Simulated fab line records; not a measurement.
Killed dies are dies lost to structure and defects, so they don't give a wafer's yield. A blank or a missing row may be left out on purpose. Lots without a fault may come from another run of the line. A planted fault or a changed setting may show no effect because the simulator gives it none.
Which tool did it?    flow gf180mcu    12 lots (36 wafers sampled), 1 step of a 602-step route

WHAT EACH GAUGE READ, for each wafer
GF_VT_IMPLANT_RS_MEAS_49: uses a four-point probe to measure.
lot   measured      on            MVPSD_RS (ohm/sq)
L075  day 7 20:28   filmMetro-02  1168.6 1169.9 1168.5
L077  day 8 09:23   filmMetro-02  1167.8 1173.3 1168.4
L079  day 8 22:38   filmMetro-04  1172.7 1168.8 1172.8
L081  day 9 13:13   filmMetro-01  1165.8 1168.1 1165.2
L083  day 10 00:14  filmMetro-04  1166.3 1165.8 1166.5
L085  day 10 15:35  filmMetro-02  1167.4 1164.9 1167.6
L087  day 11 04:20  filmMetro-01  1164.1 1165.4 1163.7
L089  day 11 19:44  filmMetro-04  1170.9 1169.0 1170.3
L091  day 12 08:11  filmMetro-04  1167.2 1164.4 1167.1
L093  day 12 20:32  filmMetro-04  1165.0 1162.7 1166.8
L095  day 13 08:26  filmMetro-04  1170.8 1171.5 1167.4
L097  day 14 01:28  filmMetro-04  1169.1 1168.8 1167.8

WHICH TOOL RAN EACH LOT (tool, then ch and the chambers of the sampled wafers, then the start)
The record shows no process step preceding these readings.

THE ANSWER, worked out from the rows above alone
Rule: the usual values come from the lots themselves. The widest of any qualifying gaps counts: lots, ordered by their means at a reading, are off when they make up no more than a third of the lots, leave a main group of 4 or more, and stand apart from it by 3 or more times the standard deviation of that group's means. The tables above print the reading to a certain number of digits; a main group whose means all agree to those digits is not used. Also off: a lot with no number at a reading for which 4 or more lots have one. All remaining lots with rows at the step are treated as sound.
No lot is off on any of the readings shown, so nothing can be concluded from this.

WHAT THE SIMULATOR PUT IN
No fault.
